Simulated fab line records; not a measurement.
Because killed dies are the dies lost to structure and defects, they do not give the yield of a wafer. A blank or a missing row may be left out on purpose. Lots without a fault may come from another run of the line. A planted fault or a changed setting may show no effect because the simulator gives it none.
Which tool did it?    flow gf180mcu    6 lots (18 wafers sampled), 1 step of a 602-step route

WHAT THE GAUGES READ, wafer by wafer
GF_STI_THK_MEAS_04.
lot   measured     on             STI_CVD_03_THK (nm)
L735  day 1 18:35  film_metro-04  207.5 208.8 207.5
L741  day 3 00:35  film_metro-01  206.8 205.9 207.0
L743  day 3 14:49  film_metro-01  206.4 205.7 204.9
L745  day 3 21:59  film_metro-04  208.1 208.8 209.1
L747  day 4 06:34  film_metro-01  204.6 204.4 206.6
L752  day 5 07:34  film_metro-01  205.8 205.8 204.6

TOOL THAT RAN EACH LOT (tool first, then ch and the chambers of the sampled wafers, then the start)
Record: no process step prior to these readings.

THE ANSWER, worked out from the rows above alone
Rule: usual is defined by the lots themselves. The widest of any qualifying gaps counts: lots, ordered by their means at a reading, are off when they make up no more than a third of the lots, leave a main group of 4 or more, and stand apart from it by 3 or more times the standard deviation of that group's means. Not used: any main group whose means are identical at the precision the tables above print for the reading. Also off: a lot with no number at a reading for which 4 or more lots have one. The other lots that the step has rows for count as sound.
Nothing can be told from this: no lot is off at any reading shown.

WHAT THE SIMULATOR HAD PUT IN
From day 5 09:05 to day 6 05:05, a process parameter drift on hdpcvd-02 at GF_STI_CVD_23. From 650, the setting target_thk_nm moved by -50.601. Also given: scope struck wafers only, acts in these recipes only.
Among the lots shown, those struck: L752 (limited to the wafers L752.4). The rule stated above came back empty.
